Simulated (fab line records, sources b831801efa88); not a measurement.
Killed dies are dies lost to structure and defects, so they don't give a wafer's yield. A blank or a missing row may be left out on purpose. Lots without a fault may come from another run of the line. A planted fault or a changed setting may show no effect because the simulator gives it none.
Chamber matching | flow gf180mcu | GF_V5_CVD_02 on pecvd-01: 3 sister chambers
The step deposits SiO2 from TEOS, target thk 1450 nm, time 163.28 s. 3 wafers are shown with their chamber, then 8 later ones without.

WAFERS WITH THEIR CHAMBER
wafer  | chamber | heater_power_w (W)
L078.6 | 1       | 664
L084.4 | 2       | 590
L085.1 | 0       | 621

WAFERS WITHOUT THEIR CHAMBER
wafer  | heater_power_w (W)
L085.2 | 501
L085.3 | 599
L085.4 | 653
L085.5 | 582
L085.6 | 683
L092.1 | 570
L092.3 | 647
L092.6 | 542

WHICH CHAMBER EACH WENT THROUGH
wafer  | from the rows above          | in truth
L085.2 | can't be placed: 2 or 0 or 1 | 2
L085.3 | can't be placed: 2 or 0 or 1 | 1
L085.4 | can't be placed: 1 or 0 or 2 | 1
L085.5 | can't be placed: 2 or 0 or 1 | 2
L085.6 | can't be placed: 1 or 0 or 2 | 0
L092.1 | can't be placed: 2 or 0 or 1 | 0
L092.3 | can't be placed: 1 or 0 or 2 | 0
L092.6 | can't be placed: 2 or 0 or 1 | 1
Placed correctly: 0 of 8. Can't be placed from these rows: 8 (the true chamber is among the candidates in 8). Placed wrongly: 0.
How it was worked out, from the rows above alone: a wafer's distance from a chamber is the root of the sum, over the readings, of the square of ((its reading less the chamber's mean) divided by the reading's scatter). The wafer belongs to the nearest chamber; if the next one is less than 2 further off, it can't be placed. A chamber's mean is the mean of its shown wafers. The scatter: with one shown wafer a chamber, the root of the mean of the squares of how far each hidden wafer lies from its nearest shown one.
